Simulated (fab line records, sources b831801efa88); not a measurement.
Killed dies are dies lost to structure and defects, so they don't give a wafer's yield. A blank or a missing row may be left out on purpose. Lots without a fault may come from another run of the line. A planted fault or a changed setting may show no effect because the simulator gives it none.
fab line records | flow sky130
record lots=7 wafers=21 last_day=50
route steps=708 shown LI_CONTACT@364 PAD_OPEN@708
lots that met no fault: from a run of the same line without faults
start_h: hours from the record's first day to the start of the lot's first wafer shown | wait_h: hours since the lot's step before | " the same as in the row above | L1.1+2: a row that stands for several wafers | - no value, or no start given | * or withheld: withheld | < > ~ a bound
route shown NAME@n: a module of which the file shows steps, and the number in the route of the first | usual: mean/standard deviation of fault-free wafers | same: alike in all rows | chamber/n: place in a boat | sites: the reading at each site | _std_site: their standard deviation | _edge_site: outer sites' mean less inner sites' | radius_mm: how far each site lies from the wafer's centre | mask NAME#n: copy n | behind: the tool/chamber that last shaped the wafer | hold: why the lot was held/for how many hours/how that ended | device: the transistor (n, p or np) that didn't switch | end of line: the same wafers' tests at the end of the route | a step without rows: its recipe alone | killed: dies lost to structure and defects at the first sort, not the wafer's yield | map: a wafer's dies, x killed, . not, _ none there
set.NAME: the setting as run; set.NAME@STEP: as run at that earlier step | model.NAME: the simulator's own value behind a step, which no gauge read
lots at some steps of the route; a table a step, a row a wafer
services: from which hour (start_h, from the record's first day; less than 0 if before it) a tool's chamber was out of use, for how many hours, and why
## steps
# step SKY_LI_CONTACT_CMP_02
# recipe material=PSG down_force_psi=4 platen_rpm=60 pad_velocity_m_s=0.94248
# usual edge_zone_pressure_frac=1.000/0.0054 motor_current_A=12.7/1.2 slurry_flow_ml_min=150.1/0.53 time_to_endpoint_s=31/3.3
# columns lot.wafer tool chamber start_h wait_h edge_zone_pressure_frac motor_current_A slurry_flow_ml_min time_to_endpoint_s
L408.3 cmp-02 3 732.81 0.3 1.015 14.9 150.4 33
L408.5 " 1 " " 0.995 11.2 150.1 26
L408.6 " 2 " " 1.002 11.9 150.7 35
L411.1 cmp-02 2 752.57 0.1 0.996 12.0 149.9 34
L411.3 " 3 " " 1.000 13.5 149.3 27
L411.5 " 3 " " 0.997 14.6 149.9 29
L413.1 cmp-02 1 754.92 0.1 0.997 10.6 149.9 33
L413.5 " 3 " " 1.005 14.0 149.4 35
L413.6 " 0 " " 1.004 12.7 149.8 37
L414.2 cmp-02 2 764.35 0.3 1.001 12.4 150.7 36
L414.6 " 1 " " 1.003 11.8 150.2 28
L414.5 " 2 " " 0.999 12.1 150.7 36
L418.3 cmp-01 2 794.91 0.1 1.014 15.3 150.5 28
L418.2 " 0 " " 0.997 11.4 149.4 35
L418.6 " 2 " " 1.008 15.3 151.5 32
L420.1 cmp-01 0 808.75 0.1 0.998 12.3 150.1 33
L420.5 " 0 " " 0.999 11.1 150.3 31
L420.6 " 1 " " 0.996 11.5 149.8 35
L421.4 cmp-01 1 817.20 0.0 0.995 11.4 150.2 37
L421.2 " 3 " " 0.998 14.1 149.2 35
L421.3 " 0 " " 0.995 11.9 150.4 33
# step SKY_LI_CONTACT_BOW_MEAS_03
# recipe mode=bow
# usual LI_CONTACT_BOW=55/6.6
# columns lot.wafer tool chamber start_h wait_h LI_CONTACT_BOW[um]
L408.3 film_metro-01 - 733.05 0.2 62
L408.5 " - " " 60
L408.6 " - " " 60
L411.1 film_metro-04 - 752.87 0.2 51
L411.3 " - " " 52
L411.5 " - " " 58
L413.1 film_metro-01 - 755.12 0.1 52
L413.5 " - " " 56
L413.6 " - " " 60
L414.2 film_metro-01 - 764.62 0.2 67
L414.5 " - " " 47
L414.6 " - " " 47
L418.2 film_metro-04 - 795.18 0.1 56
L418.3 " - " " 58
L418.6 " - " " 53
L420.1 film_metro-03 - 809.05 0.2 49
L420.5 " - " " 61
L420.6 " - " " 53
L421.2 film_metro-04 - 817.52 0.2 47
L421.3 " - " " 57
L421.4 " - " " 54
# step SKY_LI_CONTACT_DEHYDRATE_04
# recipe temp_c=200 time_s=60
# step SKY_LI_CONTACT_HMDS_05
# recipe prime_time_s=60 prime_temp_c=120
# step SKY_LI_CONTACT_COAT_06
# recipe resist=BARC temp_c=withheld time_s=withheld spin_rpm=3000 resist_thk_nm=60
# step SKY_LI_CONTACT_COAT_07
# recipe resist=KrF-thick spin_rpm=3000 resist_thk_nm=450
# step SKY_LI_CONTACT_SOFTBAKE_08
# recipe temp_c=100 time_s=90 resist=KrF-thick
# step SKY_LI_CONTACT_EXPOSE_09
# recipe mask_id=LICM1 na=0.8 source_shape=annular sigma_inner=0.55 sigma_outer=0.85 target_cd_nm=170 dose_mj=38
# step SKY_LI_CONTACT_PEB_10
# recipe peb_temp_c=withheld peb_time_s=withheld resist=KrF-thick
# step SKY_LI_CONTACT_DEVELOP_11
# recipe develop_time_s=60 resist=KrF-thick dev_temp_c=21
# step SKY_LI_CONTACT_CD_MEAS_12
# recipe target_cd_nm=170
# usual cd_nm=169.3/1.4
# columns lot.wafer tool chamber start_h wait_h cd_nm
L408.3 cd_sem-01 - 760.67 - 170.3
L408.5 " - " " 170.6
L408.6 " - " " 169.5
L411.1 cd_sem-01 - 780.13 - 166.9
L411.3 " - " " 166.9
L411.5 " - " " 168.1
L413.1 cd_sem-01 - 781.63 - 169.3
L413.5 " - " " 168.7
L413.6 " - " " 169.7
L414.2 cd_sem-01 - 791.25 - 167.8
L414.5 " - " " 167.7
L414.6 " - " " 168.4
L418.2 cd_sem-02 - 822.40 - 169.1
L418.3 " - " " 168.4
L418.6 " - " " 168.0
L420.1 cd_sem-02 - 836.67 - 169.0
L420.5 " - " " 169.1
L420.6 " - " " 169.0
L421.2 cd_sem-01 - 845.26 - 169.3
L421.3 " - " " 168.1
L421.4 " - " " 169.9
# step SKY_LI_CONTACT_OVL_MEAS_13
# usual LI_CONTACT_OVL=-3/5.4
# columns lot.wafer tool chamber start_h wait_h LI_CONTACT_OVL[nm]
L408.3 overlay-01 - 760.76 0.1 -1
L408.5 " - " " -5
L408.6 " - " " 4
L411.1 overlay-01 - 780.25 0.1 -2
L411.3 " - " " 1
L411.5 " - " " -7
L413.1 overlay-01 - 781.75 0.1 -2
L413.5 " - " " 5
L413.6 " - " " 1
L414.2 overlay-01 - 791.36 0.1 -4
L414.5 " - " " -6
L414.6 " - " " -3
L418.2 overlay-02 - 822.51 0.1 -8
L418.3 " - " " -2
L418.6 " - " " -7
L420.1 overlay-01 - 836.79 0.1 -5
L420.5 " - " " 1
L420.6 " - " " -1
L421.2 overlay-02 - 845.36 0.1 -6
L421.3 " - " " -8
L421.4 " - " " -5
# step SKY_LI_CONTACT_ETCH_14
# recipe chemistry=N2/H2 target=BARC ion_energy_ev=200 source_w=500 bias_w=100 pressure_mtorr=30 n2_flow_sccm=100 h2_flow_sccm=200 stop_on=SiO2 time_s=45.9 target_depth_a=600
# usual bias_w=100.0/0.31 chamber_pressure_mTorr=30.000/0.025 drypump_motor_current_A=5.5/0.42 oes_product_au=0.855/0.0048 throttle_valve_pct=13.223/0.0084
# columns lot.wafer tool chamber start_h wait_h bias_w chamber_pressure_mTorr drypump_motor_current_A oes_product_au rf_hours_counter_h throttle_valve_pct model.KrF-thick_of_LI_CONTACT_COAT_07.thk_nm
L408.3 rie_diel-03 3 760.79 0.0 99.8 30.010 6.1 0.851 2 13.225 392.1
L408.5 " 0 " " 99.7 30.020 5.6 0.864 - 13.226 392.7
L408.6 " 3 " " 99.8 29.993 6.0 0.860 - 13.212 391.7
L411.1 rie_diel-01 1 780.29 0.0 - - - - - - 435.2
L411.3 " 0 " " - - - - - - 435.2
L411.5 " 1 " " - - - - - - 436.8
L413.1 rie_diel-04 0 781.79 0.0 - - - - - - 436.7
L413.5 " 1 " " - - - - - - 437.1
L413.6 " 0 " " - - - - - - 436.6
L414.2 rie_diel-04 2 791.39 0.0 - - - - - - 434.9
L414.5 " 1 " " - - - - - - 435.5
L414.6 " 0 " " - - - - - - 436
L418.2 rie_diel-04 2 822.54 0.0 99.9 30.034 5.2 0.850 19 13.203 389.9
L418.3 " 3 " " 99.8 30.013 5.1 0.857 18 13.219 392.7
L418.6 " 2 " " 99.9 30.003 5.2 0.856 - 13.216 389.7
L420.1 rie_diel-04 0 836.83 0.0 99.8 29.979 5.1 0.845 5 13.230 393.5
L420.5 " 0 " " 99.6 29.948 5.1 0.850 - 13.227 393.2
L420.6 " 1 " " 100.5 30.001 6.1 0.855 - 13.231 391.6
L421.2 rie_diel-04 2 845.39 0.0 100.4 29.997 5.2 0.849 20 13.220 390.7
L421.3 " 1 " " 99.6 29.988 6.2 0.859 5 13.221 392.2
L421.4 " 1 " " 100.0 29.996 6.2 0.851 - 13.221 391.2
# step SKY_LI_CONTACT_ETCH_15
# recipe target=PSG chemistry=C4F8/O2/Ar stop_on=Si taper_deg=4.15 mask_material=KrF-thick source_w=1500 bias_w=1200 pressure_mtorr=40 c4f8_flow_sccm=withheld O2_flow_sccm=6 Ar_flow_sccm=300 time_s=withheld target_depth_a=6000
# usual bias_w=1200/3.6 chamber_pressure_mTorr=40.00/0.037 oes_product_au=0.837/0.0045
# columns lot.wafer tool chamber start_h wait_h bias_w chamber_pressure_mTorr oes_product_au model.KrF-thick_of_LI_CONTACT_COAT_07.thk_nm
L408.3 rie_diel-03 3 760.83 0.0 1198 39.92 0.833 229.7
L408.5 " 0 " " 1200 40.03 0.828 232.4
L408.6 " 3 " " 1197 39.98 0.845 228.8
L411.1 rie_diel-01 1 780.33 0.0 1200 39.93 0.375 277.3
L411.3 " 0 " " 1199 39.96 0.371 272.8
L411.5 " 1 " " 1201 39.98 0.370 277.8
L413.1 rie_diel-04 0 781.83 0.0 1202 40.00 0.381 275.4
L413.5 " 1 " " 1195 40.01 0.369 274
L413.6 " 0 " " 1201 40.01 0.372 274.4
L414.2 rie_diel-04 2 791.43 0.0 1203 40.00 0.376 266
L414.5 " 1 " " 1199 39.99 0.382 270.2
L414.6 " 0 " " 1198 39.96 0.377 272.3
L418.2 rie_diel-04 2 822.58 0.0 1192 39.94 0.838 223.9
L418.3 " 3 " " 1199 40.00 0.837 235.1
L418.6 " 2 " " 1195 40.02 0.836 222.5
L420.1 rie_diel-04 0 836.87 0.0 1200 40.04 0.838 230.3
L420.5 " 0 " " 1197 40.02 0.833 231
L420.6 " 1 " " 1198 40.01 0.836 225.3
L421.2 rie_diel-04 2 845.43 0.0 1197 39.96 0.840 221.7
L421.3 " 1 " " 1202 40.02 0.841 228.1
L421.4 " 1 " " 1204 40.01 0.836 225.7
# step SKY_LI_CONTACT_STRIP_16
# recipe chemistry=O2/N2 power_w=1400 pressure_mtorr=1500 platen_temp_c=withheld o2_flow_sccm=3000 n2_flow_sccm=300 overash_fraction=0.5
# usual chamber_pressure_mTorr=1500.0/1.2 drypump_motor_current_A=5.6/0.35 oes_product_au=0.374/0.0047 strip_time_to_endpoint_s=3.48/0.046
# columns lot.wafer tool chamber start_h wait_h chamber_pressure_mTorr drypump_motor_current_A oes_product_au rf_hours_counter_h strip_time_to_endpoint_s
L408.3 plasma_asher-01 0 760.95 - 1498.8 5.2 0.374 - 3.48
L408.5 " 1 " " 1500.5 5.5 0.375 - 3.49
L408.6 " 0 " " 1501.0 5.2 0.370 - 3.45
L411.1 plasma_asher-01 0 780.42 - 1499.7 5.2 0.395 32 3.99
L411.3 " 1 " " 1500.2 5.5 0.387 - 3.94
L411.5 " 0 " " 1499.3 5.2 0.399 - 3.98
L413.1 plasma_asher-02 1 781.91 - 1500.8 5.9 0.397 63 3.97
L413.5 " 1 " " 1502.4 5.9 0.399 - 3.96
L413.6 " 0 " " 1500.1 6.3 0.396 - 3.96
L414.2 plasma_asher-03 1 791.52 - 1501.1 5.3 0.395 4 3.87
L414.5 " 1 " " 1496.9 5.3 0.390 - 3.90
L414.6 " 0 " " 1497.9 5.8 0.382 - 3.93
L418.2 plasma_asher-02 0 822.66 - 1498.3 6.3 0.374 67 3.41
L418.3 " 0 " " 1499.9 6.3 0.376 - 3.54
L418.6 " 0 " " 1501.9 6.3 0.374 - 3.39
L420.1 plasma_asher-02 1 836.95 - 1498.2 5.9 0.379 68 3.48
L420.5 " 1 " " 1500.4 5.8 0.380 - 3.49
L420.6 " 0 " " 1498.4 6.3 0.373 - 3.42
L421.2 plasma_asher-01 0 845.52 - 1501.4 5.2 0.378 39 3.39
L421.3 " 1 " " 1500.3 5.4 0.372 - 3.45
L421.4 " 0 " " 1501.0 5.2 0.376 - 3.43
# step SKY_LI_CONTACT_CLEAN_17
# recipe chemistry=NMP time_s=600 temp_c=60 dry=n2_spin
# step SKY_PAD_OPEN_PROBE_99
# usual killed_at_M0_to_M3=43/6.6 killed_at_M4_up=3.2/1.9 killed_at_contacts=25/5.3 killed_at_front_end=16/4.5 killed_at_other=0.3/0.63 killed_dies=87/8.9 killed_on_rim=17/3.7 killed_open=48/7.9 killed_short=39/5.3
# same gross_dies=492 killed_at_back_side=0
# columns lot.wafer tool chamber start_h wait_h killed_at_M0_to_M3 killed_at_M4_up killed_at_contacts killed_at_front_end killed_at_other killed_dies killed_on_rim killed_open killed_short
L408.3 prober-02 - 1139.60 0.2 48 2 22 12 0 84 17 43 41
L408.5 prober-02 - 1139.70 0.2 37 2 27 10 0 76 13 43 33
L408.6 prober-02 - 1139.75 0.2 44 5 34 13 0 96 14 63 33
L411.1 prober-02 - 1154.10 0.1 209 57 152 17 57 492 96 43 37
L411.3 prober-02 - 1154.20 0.2 207 49 162 14 60 492 96 44 38
L411.5 prober-02 - 1154.30 0.2 199 48 156 17 72 492 96 42 34
L413.1 prober-01 - 1156.91 0.1 213 45 159 12 63 492 96 60 37
L413.5 prober-01 - 1157.11 0.2 210 56 168 14 44 492 96 55 29
L413.6 prober-01 - 1157.16 0.2 196 55 155 18 68 492 96 39 40
L414.2 prober-02 - 1160.24 0.1 202 51 153 23 63 492 96 54 46
L414.5 prober-02 - 1160.39 0.2 217 61 151 10 53 492 96 48 37
L414.6 prober-02 - 1160.44 0.2 206 54 156 17 59 492 96 34 38
L420.1 prober-02 - 1189.36 0.1 45 3 27 9 0 84 15 56 28
L420.5 prober-02 - 1189.56 0.2 49 1 30 23 1 104 17 62 42
L420.6 prober-02 - 1189.61 0.2 46 1 17 24 1 89 16 54 35
L421.2 prober-01 - 1193.05 0.1 45 6 28 18 0 97 16 44 52
L421.3 prober-01 - 1193.10 0.2 41 2 29 20 0 92 17 52 40
L421.4 prober-01 - 1193.15 0.2 36 4 38 23 0 101 23 52 49
# killed by level:class
L408.3 VIA1:geometric_particle:open=15 CONTACT:geometric_particle:short=8 METAL2:geometric_particle:short=7 METAL1:geometric_particle:short=6 CONTACT:geometric_particle:open=5 VIA2:geometric_particle:open=5 VIA1:geometric_particle:short=4 LI_CONTACT:geometric_particle:open=4
L408.5 CONTACT:geometric_particle:open=9 VIA1:geometric_particle:open=9 VIA3:geometric_particle:open=7 LI_CONTACT:geometric_particle:open=6 VIA2:geometric_particle:open=5 LOCAL_INTERCONNECT:geometric_particle:short=4 METAL1:geometric_particle:short=4 METAL2:geometric_particle:short=4
L408.6 VIA2:geometric_particle:open=12 VIA1:geometric_particle:open=10 CONTACT:geometric_particle:open=10 VIA3:geometric_particle:open=10 LI_CONTACT:geometric_particle:open=8 LOCAL_INTERCONNECT:geometric_particle:short=8 METAL1:geometric_particle:short=5 POLY_GATE:geometric_particle:open=4
L411.1 LI_CONTACT:area_etch=95 METAL3:area_expose=35 VIA2:area_expose=33 VIA1:area_expose=33 CAP2M:area_expose=31 VIA4:area_expose=28 CAPM:area_expose=26 METAL4:area_expose=24
L411.3 LI_CONTACT:area_etch=84 METAL3:area_expose=38 LOCAL_INTERCONNECT:area_expose=33 CAP2M:area_expose=30 CAPM:area_expose=29 VIA2:area_expose=28 CONTACT:area_expose=26 METAL4:area_expose=26
L411.5 LI_CONTACT:area_etch=78 METAL1:area_expose=45 CAPM:area_expose=39 CAP2M:area_expose=33 VIA3:area_expose=33 LOCAL_INTERCONNECT:area_expose=32 CONTACT:area_expose=30 VIA4:area_expose=27
L413.1 LI_CONTACT:area_etch=84 METAL2:area_expose=34 CAP2M:area_expose=34 VIA2:area_expose=31 CAPM:area_expose=29 METAL3:area_expose=29 VIA3:area_expose=26 METAL4:area_expose=23
L413.5 LI_CONTACT:area_etch=81 CONTACT:area_expose=33 VIA2:area_expose=31 METAL2:area_expose=30 METAL3:area_expose=30 METAL1:area_expose=29 METAL4:area_expose=29 CAP2M:area_expose=27
L413.6 LI_CONTACT:area_etch=73 CAPM:area_expose=35 LOCAL_INTERCONNECT:area_expose=33 CAP2M:area_expose=32 VIA3:area_expose=32 VIA4:area_expose=32 METAL1:area_expose=30 METAL3:area_expose=29
L414.2 LI_CONTACT:area_etch=82 CAP2M:area_expose=33 CAPM:area_expose=30 METAL1:area_expose=30 VIA4:area_expose=30 VIA1:area_expose=29 CONTACT:area_expose=28 METAL2:area_expose=27
L414.5 LI_CONTACT:area_etch=75 METAL3:area_expose=32 VIA4:area_expose=30 METAL1:area_expose=30 CAPM:area_expose=30 METAL4:area_expose=30 CONTACT:area_expose=29 VIA3:area_expose=29
L414.6 LI_CONTACT:area_etch=85 VIA3:area_expose=34 CAP2M:area_expose=32 METAL1:area_expose=32 VIA2:area_expose=30 VIA4:area_expose=30 METAL2:area_expose=30 LOCAL_INTERCONNECT:area_expose=28
L420.1 VIA1:geometric_particle:open=13 CONTACT:geometric_particle:open=10 VIA3:geometric_particle:open=8 LI_CONTACT:geometric_particle:open=7 VIA2:geometric_particle:open=6 FIELD_ISO:geometric_particle:open=5 CONTACT:geometric_particle:short=4 METAL1:geometric_particle:short=4
L420.5 LI_CONTACT:geometric_particle:open=12 VIA1:geometric_particle:open=12 VIA2:geometric_particle:open=9 POLY_GATE:geometric_particle:short=8 CONTACT:geometric_particle:open=7 POLY_GATE:geometric_particle:open=5 METAL1:geometric_particle:short=5 VIA1:geometric_particle:short=5
L420.6 VIA1:geometric_particle:open=14 FIELD_ISO:geometric_particle:open=10 VIA1:geometric_particle:short=7 METAL1:geometric_particle:short=7 POLY_GATE:geometric_particle:open=5 LI_CONTACT:geometric_particle:open=5 VIA3:geometric_particle:open=5 LOCAL_INTERCONNECT:geometric_particle:short=4
L421.2 CONTACT:geometric_particle:open=14 METAL2:geometric_particle:short=8 METAL1:geometric_particle:short=7 CONTACT:geometric_particle:short=7 POLY_GATE:geometric_particle:short=5 VIA2:geometric_particle:short=5 VIA1:geometric_particle:open=5 VIA3:geometric_particle:open=5
L421.3 CONTACT:geometric_particle:open=16 VIA1:geometric_particle:open=11 CONTACT:geometric_particle:short=7 FIELD_ISO:geometric_particle:open=5 FIELD_ISO:geometric_particle:short=5 VIA1:geometric_particle:short=5 VIA2:geometric_particle:open=5 LI_CONTACT:geometric_particle:open=4
L421.4 LI_CONTACT:geometric_particle:open=14 CONTACT:geometric_particle:open=11 METAL2:geometric_particle:short=10 FIELD_ISO:geometric_particle:open=6 VIA1:geometric_particle:short=6 POLY_GATE:geometric_particle:short=5 CONTACT:geometric_particle:short=5 VIA1:geometric_particle:open=5
# map L411.1 (x killed, . not)
__________xxxxxxxxxx_________
________xxxxxxxxxxxxxx_______
______xxxxxxxxxxxxxxxxxx_____
_____xxxxxxxxxxxxxxxxxxxx____
____xxxxxxxxxxxxxxxxxxxxxx___
___xxxxxxxxxxxxxxxxxxxxxxxx__
__xxxxxxxxxxxxxxxxxxxxxxxxxx_
_xxxxxxxxxxxxxxxxxxxxxxxxxxxx
_xxxxxxxxxxxxxxxxxxxxxxxxxxxx
_xxxxxxxxxxxxxxxxxxxxxxxxxxxx
_xxxxxxxxxxxxxxxxxxxxxxxxxxxx
_xxxxxxxxxxxxxxxxxxxxxxxxxxxx
_xxxxxxxxxxxxxxxxxxxxxxxxxxxx
_xxxxxxxxxxxxxxxxxxxxxxxxxxxx
_xxxxxxxxxxxxxxxxxxxxxxxxxxxx
__xxxxxxxxxxxxxxxxxxxxxxxxxx_
___xxxxxxxxxxxxxxxxxxxxxxxx__
____xxxxxxxxxxxxxxxxxxxxxx___
_____xxxxxxxxxxxxxxxxxxxx____
______xxxxxxxxxxxxxxxxxx_____
________xxxxxxxxxxxxxx_______
__________xxxxxxxxxx_________
# map L413.1 (x killed, . not)
__________xxxxxxxxxx_________
________xxxxxxxxxxxxxx_______
______xxxxxxxxxxxxxxxxxx_____
_____xxxxxxxxxxxxxxxxxxxx____
____xxxxxxxxxxxxxxxxxxxxxx___
___xxxxxxxxxxxxxxxxxxxxxxxx__
__xxxxxxxxxxxxxxxxxxxxxxxxxx_
_xxxxxxxxxxxxxxxxxxxxxxxxxxxx
_xxxxxxxxxxxxxxxxxxxxxxxxxxxx
_xxxxxxxxxxxxxxxxxxxxxxxxxxxx
_xxxxxxxxxxxxxxxxxxxxxxxxxxxx
_xxxxxxxxxxxxxxxxxxxxxxxxxxxx
_xxxxxxxxxxxxxxxxxxxxxxxxxxxx
_xxxxxxxxxxxxxxxxxxxxxxxxxxxx
_xxxxxxxxxxxxxxxxxxxxxxxxxxxx
__xxxxxxxxxxxxxxxxxxxxxxxxxx_
___xxxxxxxxxxxxxxxxxxxxxxxx__
____xxxxxxxxxxxxxxxxxxxxxx___
_____xxxxxxxxxxxxxxxxxxxx____
______xxxxxxxxxxxxxxxxxx_____
________xxxxxxxxxxxxxx_______
__________xxxxxxxxxx_________
## services
# columns tool chamber start_h hours kind
cmp-01 - 711.25 8.9 repair
cmp-02 - 714.11 1.1 repair
plasma_asher-03 - 724.23 1.7 repair
rie_diel-03 2 730.13 - clean
rie_diel-03 2 730.13 20.8 scheduled_down
cmp-01 - 732.15 0.6 repair
rie_diel-04 1 733.37 5.7 repair
plasma_asher-03 - 733.75 9.0 pm
cmp-02 - 744.00 4.0 pm
cmp-02 - 748.00 - consumable_replace:conditioner
cmp-02 - 748.00 - consumable_replace:pad
plasma_asher-01 - 751.06 3.0 repair
rie_diel-01 - 752.37 0.6 repair
plasma_asher-02 - 757.09 3.2 repair
plasma_asher-03 - 757.13 8.6 repair
rie_diel-04 - 773.13 2.8 pm
cmp-02 - 801.70 16.7 pm
plasma_asher-03 - 802.40 3.6 repair
rie_diel-03 3 826.75 3.7 repair
rie_diel-03 - 827.44 15.6 pm
rie_diel-04 3 834.40 19.4 repair
plasma_asher-01 - 836.20 4.3 repair
cmp-01 - 839.14 13.2 repair
rie_diel-01 3 843.00 1.2 repair
## key
first_sign step=SKY_LI_CONTACT_ETCH_14 reading=tool_record direction=missing
effect step=SKY_LI_CONTACT_ETCH_15 reading=oes_product_au direction=down sigmas=99+ usual=0.837 struck=0.375
effect step=SKY_LI_CONTACT_STRIP_16 reading=strip_time_to_endpoint_s direction=up sigmas=10 usual=* struck=*
effect step=SKY_PAD_OPEN_PROBE_99 reading=killed_at_other direction=up sigmas=60 usual=0.3 struck=59.9
model_effect step=SKY_LI_CONTACT_ETCH_14 value=KrF-thick_of_LI_CONTACT_COAT_07.thk_nm without=392.2 struck=436
model_effect step=SKY_LI_CONTACT_ETCH_15 value=KrF-thick_of_LI_CONTACT_COAT_07.thk_nm without=229.5 struck=273.3
more_kills_born_at SKY_LI_CONTACT_ETCH_14@rie_diel-04=480
met_at SKY_LI_CONTACT_ETCH_14
struck_wafers L411.1,L411.3,L411.5,L413.1,L413.5,L413.6,L414.2,L414.5,L414.6
later_rows_left_out L411.1,L411.3,L411.5,L413.1,L413.5,L413.6,L414.2,L414.5,L414.6
tester_left_out L411,L413,L414
fault kind=skipped_step_whole tool=rie_diel-01,rie_diel-04 chamber=- onset_h=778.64 steps=SKY_LI_CONTACT_ETCH_14 scope=struck_lots_only
# tester_left_out: of these lots the tester's yield and bins aren't shown, on N5 and GAA mostly nor the transistor test; their killed dies are dies lost to structure and defects alone, not to doping, threshold or leakage, so they don't give the yield
# later_rows_left_out: the simulator's readings of these wafers behind a module that went badly wrong aren't trusted and aren't shown, but for the sort
